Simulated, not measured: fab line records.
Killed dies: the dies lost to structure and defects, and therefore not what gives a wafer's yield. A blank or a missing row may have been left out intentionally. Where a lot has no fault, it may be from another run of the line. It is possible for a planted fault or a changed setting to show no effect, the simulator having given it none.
fab line records | flow sky130
record: lots: 6 wafers: 18 lastDay: 50
route steps=708 shown CAPM@550 METAL3@555
lots with no fault: from the same line, run without faults
startH: hours from the record's opening day to when the first of the lot's shown wafers began | waitH: hours elapsed since this lot's preceding step | " unchanged from the row above | L1.1+2: a row that stands for several wafers | - no value present, or no start provided | * or withheld: withheld | < > ~ a bound
route shown NAME@n: a module of which the file shows steps, and the number in the route of the first | usual: mean/standard deviation of fault-free wafers | same: alike in all rows | chamber/n: place in a boat | sites: the reading at each site | _std_site: how widely they spread, as a standard deviation | _edge_site: mean of outer sites minus mean of inner sites | radiusMm: how far each site lies from the wafer's centre | mask NAME#n: copy n | behind: the tool/chamber that last shaped the wafer | hold: why the lot was held/for how many hours/how that ended | device: the transistor (n, p or np) that didn't switch | end of line: at the end of the route, the tests of the same wafers | where a step has no rows: the recipe by itself | killed: dies lost to structure and defects at the first sort, not the wafer's yield | map: a wafer's dies, marking killed ones x, the rest . and places with no die _
set.NAME: the run value of the setting; set.NAME@STEP: its run value at that earlier step | model.NAME: the simulator's own value behind a step, which no gauge read
lots at selected steps of the route; one table per step, one row per wafer
services: a tool's chamber out of use, with start hour (startH, from the record's first day; less than 0 if before it), hours out, and reason
== steps ==
step: SKY_CAPM_METAL_ETCH_13
recipe: targetDepthNm: 220 stopOn: SiO2 chemistry: Cl2/BCl3 target: TiN pressureMtorr: 10 icpW: 900 biasW: 48.5 Cl2_flow_sccm: 60 bcl3FlowSccm: 30 timeS: 62.9
usual: drypumpMotorCurrentA: 5.7/0.33 oesProductAu: 0.939/0.0076 throttleValvePct: 21.902/0.009
columns lot.wafer tool chamber startH waitH drypumpMotorCurrentA oesProductAu rfHoursCounterH throttleValvePct
L744.2 rieMetal-02 1 941.58 0.0 5.8 0.950 14 21.906
L744.3 " 0 " " 5.9 0.948 - 21.901
L744.5 " 0 " " 5.9 0.946 - 21.895
L748.3 rieMetal-03 1 973.17 0.0 5.6 0.949 - 21.885
L748.5 " 0 " " 5.0 0.948 - 21.889
L748.6 " 1 " " 5.5 0.947 - 21.899
L751.2 rieMetal-04 0 986.90 0.0 6.1 0.940 5 21.889
L751.4 " 1 " " 5.8 0.959 - 21.887
L751.6 " 1 " " 5.8 0.942 - 21.909
L761.1 rieMetal-03 0 1029.58 0.0 5.1 0.940 9 21.900
L761.2 " 1 " " 5.5 0.931 8 21.908
L761.3 " 0 " " 5.0 0.946 - 21.900
L760.1 rieMetal-04 0 1033.33 0.0 6.1 0.935 8 21.894
L760.4 " 0 " " 6.1 0.931 - 21.910
L760.6 " 0 " " 6.1 0.933 - 21.904
L762.2 rieMetal-04 0 1038.38 0.0 6.1 0.934 9 21.903
L762.3 " 0 " " 6.1 0.945 - 21.876
L762.6 " 0 " " 6.1 0.951 - 21.900
step: SKY_CAPM_STRIP_14
recipe: chemistry: O2/N2 powerW: 1400 pressureMtorr: 1500 platenTempC: withheld o2FlowSccm: 3000 n2FlowSccm: 300 overashFraction: 0.5
usual: drypumpMotorCurrentA: 5.4/0.37 oesProductAu: 0.710/0.0043 stripTimeToEndpointS: 12.64/0.038
columns lot.wafer tool chamber startH waitH drypumpMotorCurrentA oesProductAu rfHoursCounterH stripTimeToEndpointS
L744.2 plasmaAsher-04 0 941.66 0.1 5.8 0.703 20 12.59
L744.3 " 0 " " 5.8 0.706 - 12.57
L744.5 " 0 " " 5.8 0.710 - 12.59
L748.3 plasmaAsher-01 0 973.26 0.1 5.0 0.714 - 12.69
L748.5 " 0 " " 4.9 0.714 - 12.67
L748.6 " 1 " " 5.7 0.713 - 12.69
L751.2 plasmaAsher-01 1 986.97 0.1 5.7 0.711 89 12.64
L751.4 " 1 " " 5.7 0.711 - 12.67
L751.6 " 1 " " 5.7 0.716 - 12.64
L761.1 plasmaAsher-02 0 1029.66 0.1 6.1 0.707 120 12.57
L761.2 " 1 " " 5.2 0.707 120 12.65
L761.3 " 0 " " 6.1 0.711 - 12.61
L760.1 plasmaAsher-01 1 1033.49 0.1 5.7 0.708 93 12.65
L760.4 " 0 " " 5.0 0.708 - 12.65
L760.6 " 0 " " 4.9 0.707 - 12.66
L762.2 plasmaAsher-01 0 1038.46 0.1 5.0 0.711 94 12.58
L762.3 " 1 " " 5.7 0.717 - 12.64
L762.6 " 1 " " 5.7 0.700 - 12.58
step: SKY_CAPM_STRIP_15
recipe: chemistry: postEtchResidueRemover timeS: 1200 tempC: 72.5
step: SKY_CAPM_CLEAN_16
recipe: chemistry: IPA timeS: 180 tempC: 25
step: SKY_CAPM_CLEAN_17
recipe: chemistry: O3/DIW dry: n2Spin
step: SKY_METAL3_DEHYDRATE_05
recipe: tempC: 200 timeS: 60
step: SKY_METAL3_HMDS_06
recipe: primeTimeS: 60 primeTempC: 120
step: SKY_METAL3_COAT_07
recipe: resist: BARC tempC: withheld timeS: withheld spinRpm: 3027 resistThkNm: 60
step: SKY_METAL3_COAT_08
recipe: resist: KrF-thick spinRpm: 3000 resistThkNm: 1140
step: SKY_METAL3_SOFTBAKE_09
recipe: tempC: 100 timeS: 90 resist: KrF-thick
step: SKY_METAL3_EXPOSE_10
recipe: maskId: MM3 na: 0.68 sourceShape: annular sigmaInner: 0.4 sigmaOuter: 0.8 targetCdNm: 300 doseMj: 28
step: SKY_METAL3_PEB_11
recipe: pebTempC: withheld pebTimeS: withheld resist: KrF-thick
step: SKY_METAL3_DEVELOP_12
recipe: developTimeS: 60 resist: KrF-thick devTempC: 21
usual: chillPlateTempC: 22.97/0.094 developTimeS: 60/0
columns lot.wafer tool chamber startH waitH chillPlateTempC developTimeS model.KrF-thick_of_METAL3_COAT_08.thkNm
L744.2 lithoTrack-04 0 965 - 23.06 60 1130
L744.3 " 0 " " 22.82 60 1128
L744.5 " 0 " " 22.81 60 1130
L748.3 lithoTrack-04 0 996 - 23.09 60 1127
L748.5 " 0 " " 23.00 60 1128
L748.6 " 0 " " 23.07 60 1126
L751.2 lithoTrack-01 0 1010 - 22.92 60 1125
L751.4 " 0 " " 23.02 60 1127
L751.6 " 0 " " 22.95 60 1125
L761.1 lithoTrack-01 - 1052 - - - 1142
L761.2 " - " " - - 1140
L761.3 " - " " - - 1142
L760.1 lithoTrack-04 - 1055 - - - 1142
L760.4 " - " " - - 1134
L760.6 " - " " - - 1138
L762.2 lithoTrack-02 0 1060 - 22.94 60 1124
L762.3 " 0 " " 22.80 60 1128
L762.6 " 0 " " 23.08 60 1131
step: SKY_METAL3_CD_MEAS_13
recipe: targetCdNm: 300
usual: cdNm: 299.9/1.6
columns lot.wafer tool chamber startH waitH cdNm
L744.2 cdSem-01 - 965.62 - 299.8
L744.3 " - " " 299.1
L744.5 " - " " 298.6
L748.3 cdSem-01 - 996.84 - 300.0
L748.5 " - " " 300.6
L748.6 " - " " 299.5
L751.2 cdSem-02 - 1010.55 - 300.2
L751.4 " - " " 300.0
L751.6 " - " " 299.6
L761.1 cdSem-02 - 1052.23 - -
L761.2 " - " " -
L761.3 " - " " -
L760.1 cdSem-01 - 1056.00 - -
L760.4 " - " " -
L760.6 " - " " -
L762.2 cdSem-02 - 1060.69 - 298.4
L762.3 " - " " 299.6
L762.6 " - " " 300.3
== services ==
columns tool chamber startH hours kind
rieMetal-04 - 939.14 1.5 repair
rieMetal-02 0 959.34 4.4 repair
plasmaAsher-02 - 1005.96 0.9 repair
plasmaAsher-04 - 1019.44 3.3 repair
rieMetal-04 1 1027.26 9.3 repair
rieMetal-03 0 1039.05 4.6 repair
rieMetal-04 - 1052.02 4.3 pm
plasmaAsher-02 - 1055.25 9.0 pm
plasmaAsher-02 0 1055.25 9.0 ventCycle
plasmaAsher-02 1 1055.25 9.0 ventCycle
== key ==
firstSign: step: SKY_METAL3_DEVELOP_12 reading: toolRecord direction: missing
effect none on later readings
modelEffect: step: SKY_METAL3_DEVELOP_12 value: KrF-thick_of_METAL3_COAT_08.thkNm without: 1126 struck: 1140
metAt SKY_METAL3_DEVELOP_12
struckWafers L760.1,L760.4,L760.6,L761.1,L761.2,L761.3
laterRowsLeftOut L760.1,L760.4,L760.6,L761.1,L761.2,L761.3
sortLeftOut L760.1,L760.4,L760.6,L761.1,L761.2,L761.3
onsetBetween 1010 1052
fault: kind: skippedStepWhole tool: lithoTrack-01,lithoTrack-04 chamber: - onsetH: 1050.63 steps: SKY_METAL3_DEVELOP_12 scope: struckLotsOnly
sortLeftOut: the simulated sort isn't trusted on such a fault, so these wafers' sort isn't shown, and their yield isn't known
laterRowsLeftOut: the simulator's readings of these wafers behind a module that went badly wrong aren't trusted and aren't shown, but for the sort
